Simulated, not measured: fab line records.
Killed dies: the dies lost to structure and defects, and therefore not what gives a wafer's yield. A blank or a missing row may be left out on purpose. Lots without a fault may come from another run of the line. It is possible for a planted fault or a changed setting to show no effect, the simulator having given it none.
fab line records | flow sky130
record: lots: 5 | wafers: 15 | lastDay: 47
route steps=708 shown POLY_GATE@219
lots untouched by any fault: they come from a run of this same line in which no faults occurred
startH: hours from the record's opening day to when the first of the lot's shown wafers began | waitH: hours elapsed since this lot's preceding step | " same as the row above | L1.1+2: a row that stands for several wafers | - no value, or no start given | * or withheld: withheld | < > ~ a bound
route shown NAME@n: NAME is a module with steps in the file, n the number in the route of the first one | usual: mean/standard deviation taken from wafers without a fault | same: alike in all rows | chamber/n: place in a boat | sites: readings site by site | _std_site: standard deviation across them | _edge_site: outer sites' mean less inner sites' | radiusMm: how far each site lies from the wafer's centre | mask NAME#n: copy n | behind: the tool/chamber that last shaped the wafer | hold: reason for holding the lot/hours on hold/outcome of the hold | device: the n, p or np transistor that did not switch | end of line: the same wafers' tests at the end of the route | a step with no rows: only its recipe | killed: the dies lost at the first sort to structure and to defects; this is not the yield of the wafer | map: per-die view of a wafer (x killed, . not killed, _ where there is no die)
set.NAME: the setting that was run; set.NAME@STEP: the one run at that earlier step | model.NAME: the simulator's own value behind a step, which no gauge read
certain route steps with their lots: each step a table, each wafer a row
services: from which hour (startH, from the record's first day; less than 0 if before it) a tool's chamber was out of use, for how many hours, and why
== steps ==
step: SKY_POLY_GATE_DEHYDRATE_05
recipe: tempC: 200 | timeS: 60
usual: chillPlateTempC: 23.00/0.11 | plateTempC: 200.00/0.15
lot.wafer | tool          | chamber | startH | waitH | chillPlateTempC | plateTempC
L077.3    | lithoTrack-02 | 0       | 385.52 | 14.4  | 23.21           | 199.71
L077.4    | "             | 0       | "      | "     | 23.20           | 199.81
L077.6    | "             | 0       | "      | "     | 23.03           | 200.05
L078.4    | lithoTrack-01 | 0       | 396.49 | 13.3  | 22.90           | 199.81
L078.5    | "             | 0       | "      | "     | 23.26           | 200.15
L078.6    | "             | 0       | "      | "     | 23.02           | 200.14
L080.2    | lithoTrack-02 | 0       | 412.54 | 15.6  | 23.00           | 200.08
L080.4    | "             | 0       | "      | "     | 22.83           | 200.13
L080.5    | "             | 0       | "      | "     | 23.01           | 200.11
L081.1    | lithoTrack-01 | 0       | 416.72 | 14.9  | 23.15           | 200.01
L081.2    | "             | 0       | "      | "     | 22.95           | 199.92
L081.3    | "             | 0       | "      | "     | 22.98           | 200.24
L083.4    | lithoTrack-02 | 0       | 435.19 | 14.8  | 22.93           | 200.13
L083.5    | "             | 0       | "      | "     | 22.87           | 200.01
L083.6    | "             | 0       | "      | "     | 22.94           | 200.00
step: SKY_POLY_GATE_HMDS_06
recipe: primeTimeS: 60 | primeTempC: 120
usual: chillPlateTempC: 23.01/0.11
lot.wafer | tool          | chamber | startH | waitH | chillPlateTempC
L077.3    | lithoTrack-02 | 0       | 385.67 | 0.1   | 23.05
L077.4    | "             | 0       | "      | "     | 23.14
L077.6    | "             | 0       | "      | "     | 23.07
L078.4    | lithoTrack-01 | 0       | 396.64 | 0.1   | 22.90
L078.5    | "             | 0       | "      | "     | 23.03
L078.6    | "             | 0       | "      | "     | 23.07
L080.2    | lithoTrack-02 | 0       | 412.69 | 0.1   | 22.90
L080.4    | "             | 0       | "      | "     | 23.09
L080.5    | "             | 0       | "      | "     | 22.93
L081.1    | lithoTrack-01 | 0       | 416.87 | 0.1   | 22.91
L081.2    | "             | 0       | "      | "     | 23.15
L081.3    | "             | 0       | "      | "     | 22.98
L083.4    | lithoTrack-02 | 0       | 435.34 | 0.1   | 23.02
L083.5    | "             | 0       | "      | "     | 22.94
L083.6    | "             | 0       | "      | "     | 23.09
step: SKY_POLY_GATE_COAT_07
recipe: resist: BARC | tempC: withheld | timeS: withheld | spinRpm: 3000 | resistThkNm: 110
usual: chillPlateTempC: *
lot.wafer | tool          | chamber | startH | waitH | chillPlateTempC
L077.3    | lithoTrack-02 | 0       | 385.82 | 0.1   | *
L077.4    | "             | 0       | "      | "     | *
L077.6    | "             | 0       | "      | "     | *
L078.4    | lithoTrack-01 | 0       | 396.79 | 0.1   | *
L078.5    | "             | 0       | "      | "     | *
L078.6    | "             | 0       | "      | "     | *
L080.2    | lithoTrack-02 | 0       | 412.84 | 0.1   | *
L080.4    | "             | 0       | "      | "     | *
L080.5    | "             | 0       | "      | "     | *
L081.1    | lithoTrack-01 | 0       | 417.02 | 0.1   | *
L081.2    | "             | 0       | "      | "     | *
L081.3    | "             | 0       | "      | "     | *
L083.4    | lithoTrack-02 | 0       | 435.49 | 0.1   | *
L083.5    | "             | 0       | "      | "     | *
L083.6    | "             | 0       | "      | "     | *
step: SKY_POLY_GATE_COAT_08
recipe: resist: KrF-thick | spinRpm: 3000 | resistThkNm: 450
usual: chillPlateTempC: 22.99/0.11
lot.wafer | tool          | chamber | startH | waitH | chillPlateTempC
L077.3    | lithoTrack-02 | 0       | -      | -     | 22.74
L077.4    | "             | 0       | "      | "     | 22.99
L077.6    | "             | 0       | "      | "     | 22.89
L078.4    | lithoTrack-01 | 0       | -      | -     | 22.85
L078.5    | "             | 0       | "      | "     | 22.86
L078.6    | "             | 0       | "      | "     | 23.00
L080.2    | lithoTrack-02 | 0       | -      | -     | 22.97
L080.4    | "             | 0       | "      | "     | 22.90
L080.5    | "             | 0       | "      | "     | 22.93
L081.1    | lithoTrack-01 | 0       | -      | -     | 23.14
L081.2    | "             | 0       | "      | "     | 23.16
L081.3    | "             | 0       | "      | "     | 23.14
L083.4    | lithoTrack-02 | 0       | -      | -     | 22.91
L083.5    | "             | 0       | "      | "     | 23.20
L083.6    | "             | 0       | "      | "     | 23.03
step: SKY_POLY_GATE_SOFTBAKE_09
recipe: tempC: 100 | timeS: 90 | resist: KrF-thick
usual: chillPlateTempC: 23.00/0.11 | plateTempC: 100.00/0.12
lot.wafer | tool          | chamber | startH | waitH | chillPlateTempC | plateTempC
L077.3    | lithoTrack-02 | 0       | -      | -     | 22.96           | 99.82
L077.4    | "             | 0       | "      | "     | 22.92           | 100.04
L077.6    | "             | 0       | "      | "     | 22.94           | 99.88
L078.4    | lithoTrack-01 | 0       | -      | -     | 23.04           | 100.17
L078.5    | "             | 0       | "      | "     | 23.01           | 100.06
L078.6    | "             | 0       | "      | "     | 23.08           | 100.16
L080.2    | lithoTrack-02 | 0       | -      | -     | 23.07           | 99.83
L080.4    | "             | 0       | "      | "     | 22.95           | 99.85
L080.5    | "             | 0       | "      | "     | 22.91           | 99.83
L081.1    | lithoTrack-01 | 0       | -      | -     | 23.23           | 99.92
L081.2    | "             | 0       | "      | "     | 23.12           | 99.91
L081.3    | "             | 0       | "      | "     | 22.91           | 99.93
L083.4    | lithoTrack-02 | 0       | -      | -     | 22.91           | 100.00
L083.5    | "             | 0       | "      | "     | 22.96           | 99.86
L083.6    | "             | 0       | "      | "     | 22.98           | 99.94
step: SKY_POLY_GATE_EXPOSE_10
recipe: maskId: P1M | na: 0.68 | sourceShape: conventional | sigmaOuter: 0.6 | targetCdNm: 150 | doseMj: 28
usual: exposureDoseMJCm2: 27.983/0.028 | reticleTempC: 23.02/0.11
same: sigmaOuter: 0.6
lot.wafer | tool          | chamber | startH | waitH | mask  | exposureDoseMJCm2 | reticleTempC
L077.3    | krfScanner-02 | 0       | -      | -     | P1M#0 | 27.995            | 22.90
L077.4    | "             | 0       | "      | "     | P1M#0 | 28.010            | 22.96
L077.6    | "             | 0       | "      | "     | P1M#0 | 27.951            | 23.07
L078.4    | krfScanner-01 | 0       | -      | -     | P1M#0 | 28.034            | 23.07
L078.5    | "             | 0       | "      | "     | P1M#0 | 27.992            | 22.88
L078.6    | "             | 0       | "      | "     | P1M#0 | 28.028            | 22.93
L080.2    | krfScanner-02 | 0       | -      | -     | P1M#0 | 27.978            | 22.88
L080.4    | "             | 0       | "      | "     | P1M#0 | 27.973            | 22.91
L080.5    | "             | 0       | "      | "     | P1M#0 | 27.941            | 23.05
L081.1    | krfScanner-01 | 0       | -      | -     | P1M#0 | 27.989            | 22.75
L081.2    | "             | 0       | "      | "     | P1M#0 | 28.022            | 22.98
L081.3    | "             | 0       | "      | "     | P1M#0 | 27.975            | 22.75
L083.4    | krfScanner-02 | 0       | -      | -     | P1M#0 | 27.982            | 23.01
L083.5    | "             | 0       | "      | "     | P1M#0 | 27.968            | 23.12
L083.6    | "             | 0       | "      | "     | P1M#0 | 27.995            | 23.07
step: SKY_POLY_GATE_PEB_11
recipe: pebTempC: withheld | pebTimeS: withheld | resist: KrF-thick
usual: chillPlateTempC: *
lot.wafer | tool          | chamber | startH | waitH | chillPlateTempC
L077.3    | lithoTrack-02 | 0       | -      | -     | *
L077.4    | "             | 0       | "      | "     | *
L077.6    | "             | 0       | "      | "     | *
L078.4    | lithoTrack-01 | 0       | -      | -     | *
L078.5    | "             | 0       | "      | "     | *
L078.6    | "             | 0       | "      | "     | *
L080.2    | lithoTrack-01 | 0       | -      | -     | *
L080.4    | "             | 0       | "      | "     | *
L080.5    | "             | 0       | "      | "     | *
L081.1    | lithoTrack-03 | 0       | -      | -     | *
L081.2    | "             | 0       | "      | "     | *
L081.3    | "             | 0       | "      | "     | *
L083.4    | lithoTrack-03 | 0       | -      | -     | *
L083.5    | "             | 0       | "      | "     | *
L083.6    | "             | 0       | "      | "     | *
step: SKY_POLY_GATE_DEVELOP_12
recipe: developTimeS: 60 | resist: KrF-thick | devTempC: 21
usual: chillPlateTempC: 22.98/0.1
lot.wafer | tool          | chamber | startH | waitH | chillPlateTempC
L077.3    | lithoTrack-02 | 0       | -      | -     | 22.99
L077.4    | "             | 0       | "      | "     | 22.92
L077.6    | "             | 0       | "      | "     | 23.01
L078.4    | lithoTrack-01 | 0       | -      | -     | 22.83
L078.5    | "             | 0       | "      | "     | 22.85
L078.6    | "             | 0       | "      | "     | 22.86
L080.2    | lithoTrack-01 | 0       | -      | -     | 22.94
L080.4    | "             | 0       | "      | "     | 23.07
L080.5    | "             | 0       | "      | "     | 22.92
L081.1    | lithoTrack-03 | 0       | -      | -     | 23.15
L081.2    | "             | 0       | "      | "     | 23.07
L081.3    | "             | 0       | "      | "     | 23.18
L083.4    | lithoTrack-03 | 0       | -      | -     | 22.87
L083.5    | "             | 0       | "      | "     | 23.01
L083.6    | "             | 0       | "      | "     | 22.81
step: SKY_POLY_GATE_CD_MEAS_13
recipe: targetCdNm: 150
usual: cdNm: 149.9/1.5
lot.wafer | tool     | chamber | startH | waitH | cdNm
L077.3    | cdSem-01 | -       | 400.06 | -     | 149.7
L077.4    | "        | -       | "      | "     | 150.8
L077.6    | "        | -       | "      | "     | 148.5
L078.4    | cdSem-02 | -       | 413.33 | -     | 149.6
L078.5    | "        | -       | "      | "     | 147.9
L078.6    | "        | -       | "      | "     | 149.2
L080.2    | cdSem-02 | -       | 427.74 | -     | 152.7
L080.4    | "        | -       | "      | "     | 152.4
L080.5    | "        | -       | "      | "     | 151.3
L081.1    | cdSem-01 | -       | 432.28 | -     | 146.8
L081.2    | "        | -       | "      | "     | 146.6
L081.3    | "        | -       | "      | "     | 147.3
L083.4    | cdSem-02 | -       | 452.04 | -     | 152.6
L083.5    | "        | -       | "      | "     | 152.1
L083.6    | "        | -       | "      | "     | 152.2
step: SKY_POLY_GATE_OVL_MEAS_14
usual: POLY_GATE_OVL: -1/5.1
lot.wafer | tool       | chamber | startH | waitH | POLY_GATE_OVL[nm]
L077.3    | overlay-01 | -       | 400.15 | 0.1   | -4
L077.4    | "          | -       | "      | "     | -8
L077.6    | "          | -       | "      | "     | -7
L078.4    | overlay-01 | -       | 413.41 | 0.1   | 9
L078.5    | "          | -       | "      | "     | 12
L078.6    | "          | -       | "      | "     | 4
L080.2    | overlay-02 | -       | 427.85 | 0.1   | 7
L080.4    | "          | -       | "      | "     | 0
L080.5    | "          | -       | "      | "     | 2
L081.1    | overlay-02 | -       | 432.40 | 0.1   | -8
L081.2    | "          | -       | "      | "     | -5
L081.3    | "          | -       | "      | "     | -9
L083.4    | overlay-02 | -       | 452.12 | 0.1   | 3
L083.5    | "          | -       | "      | "     | 6
L083.6    | "          | -       | "      | "     | -2
step: SKY_POLY_GATE_ETCH_15
recipe: chemistry: N2/H2 | target: BARC | ionEnergyEv: 200 | sourceW: 500 | biasW: 100 | pressureMtorr: 30 | n2FlowSccm: 100 | h2FlowSccm: 200 | stopOn: SiO2 | timeS: 118.5 | targetDepthA: 1100
usual: drypumpMotorCurrentA: 5.7/0.45 | h2FlowSccm: 200.0/0.6 | n2FlowSccm: 99.98/0.29 | oesProductAu: 0.715/0.0042 | throttleValvePct: 13.214/0.0093
lot.wafer | tool       | chamber | startH | waitH | drypumpMotorCurrentA | h2FlowSccm | n2FlowSccm | oesProductAu | rfHoursCounterH | throttleValvePct
L077.3    | rieDiel-02 | 0       | 400.17 | 0.0   | 6.2                  | 200.3      | 99.79      | 0.717        | 12              | 13.202
L077.4    | "          | 3       | "      | "     | 6.2                  | 199.2      | 99.98      | 0.717        | 2               | 13.213
L077.6    | "          | 3       | "      | "     | 6.2                  | 200.3      | 100.21     | 0.726        | -               | 13.211
L078.4    | rieDiel-04 | 3       | 413.43 | 0.0   | 5.8                  | 199.7      | 99.82      | 0.720        | 84              | 13.206
L078.5    | "          | 2       | "      | "     | 5.8                  | 200.0      | 99.83      | 0.717        | -               | 13.229
L078.6    | "          | 3       | "      | "     | 5.9                  | 200.0      | 100.21     | 0.714        | -               | 13.204
L080.2    | rieDiel-02 | 3       | 427.88 | 0.0   | 6.2                  | 200.5      | 99.68      | 0.708        | 3               | 13.211
L080.4    | "          | 0       | "      | "     | 6.2                  | 199.7      | 99.86      | 0.708        | 12              | 13.223
L080.5    | "          | 2       | "      | "     | 5.9                  | 200.0      | 100.01     | 0.720        | -               | 13.208
L081.1    | rieDiel-04 | 0       | 432.44 | 0.0   | 5.8                  | 200.9      | 99.68      | 0.719        | 5               | 13.214
L081.2    | "          | 2       | "      | "     | 5.9                  | 199.5      | 99.29      | 0.713        | 44              | 13.210
L081.3    | "          | 1       | "      | "     | 5.1                  | 201.0      | 100.27     | 0.706        | 8               | 13.218
L083.4    | rieDiel-01 | 3       | 452.18 | 0.1   | 5.0                  | 199.9      | 100.56     | 0.712        | -               | 13.199
L083.5    | "          | 1       | "      | "     | 5.2                  | 199.5      | 99.93      | 0.712        | -               | 13.218
L083.6    | "          | 2       | "      | "     | 5.3                  | 200.5      | 99.95      | 0.718        | -               | 13.216
step: SKY_POLY_GATE_ETCH_16
recipe: stopOn: poly-Si | chemistry: CH3F/O2 | target: Si3N4 | sourceW: 400 | biasW: 80 | pressureMtorr: 25 | ch3fFlowSccm: 40 | O2_flow_sccm: 30 | timeS: 147.5 | targetDepthA: 750
usual: O2_flow_sccm: 29.99/0.1 | drypumpMotorCurrentA: 5.7/0.45 | oesProductAu: 0.640/0.0053 | throttleValvePct: 10.534/0.0097
lot.wafer | tool       | chamber | startH | waitH | O2_flow_sccm | drypumpMotorCurrentA | oesProductAu | rfHoursCounterH | throttleValvePct
L077.3    | rieDiel-02 | 0       | 400.26 | 0.0   | 29.81        | 6.3                  | 0.642        | 12              | 10.540
L077.4    | "          | 3       | "      | "     | 29.98        | 6.2                  | 0.635        | 2               | 10.520
L077.6    | "          | 3       | "      | "     | 29.94        | 6.1                  | 0.629        | -               | 10.545
L078.4    | rieDiel-04 | 3       | 413.51 | 0.0   | 30.11        | 5.9                  | 0.640        | 84              | 10.530
L078.5    | "          | 2       | "      | "     | 30.05        | 5.9                  | 0.638        | -               | 10.536
L078.6    | "          | 3       | "      | "     | 29.94        | 5.9                  | 0.635        | -               | 10.535
L080.2    | rieDiel-02 | 3       | 427.96 | 0.0   | 30.15        | 6.2                  | 0.632        | 3               | 10.528
L080.4    | "          | 0       | "      | "     | 30.04        | 6.2                  | 0.633        | 12              | 10.519
L080.5    | "          | 2       | "      | "     | 29.96        | 5.8                  | 0.643        | -               | 10.540
L081.1    | rieDiel-04 | 0       | 432.52 | 0.0   | 29.98        | 5.8                  | 0.647        | 5               | 10.536
L081.2    | "          | 2       | "      | "     | 29.88        | 5.9                  | 0.633        | 44              | 10.544
L081.3    | "          | 1       | "      | "     | 29.93        | 5.1                  | 0.636        | 8               | 10.519
L083.4    | rieDiel-01 | 3       | 452.27 | 0.0   | 29.98        | 5.1                  | 0.644        | -               | 10.536
L083.5    | "          | 1       | "      | "     | 30.05        | 5.2                  | 0.644        | -               | 10.519
L083.6    | "          | 2       | "      | "     | 30.27        | 5.3                  | 0.647        | -               | 10.539
== services ==
tool          | chamber | startH | hours | kind
krfScanner-02 | -       | 361.76 | 1.0   | pm
rieDiel-01    | 2       | 365.70 | 23.5  | repair
krfScanner-01 | -       | 371.41 | 1.3   | pm
krfScanner-02 | -       | 376.08 | 6.1   | repair
krfScanner-01 | -       | 382.14 | 1.0   | pm
krfScanner-02 | -       | 396.69 | 1.2   | repair
krfScanner-01 | -       | 399.94 | 1.4   | repair
krfScanner-02 | -       | 419.81 | 1.3   | pm
krfScanner-01 | -       | 424.43 | 0.3   | repair
rieDiel-01    | 2       | 432.25 | -     | clean
rieDiel-01    | 2       | 432.25 | 15.5  | scheduledDown
rieDiel-01    | 2       | 432.25 | 15.5  | ventCycle
rieDiel-04    | -       | 436.82 | 0.5   | repair
krfScanner-01 | -       | 445.71 | 0.7   | repair
rieDiel-02    | 3       | 446.20 | 7.8   | repair
rieDiel-01    | 0       | 447.79 | -     | clean
rieDiel-01    | 0       | 447.79 | 21.5  | scheduledDown
rieDiel-01    | 0       | 447.79 | 21.5  | ventCycle
krfScanner-01 | -       | 448.01 | 0.7   | repair
== key ==
fault none
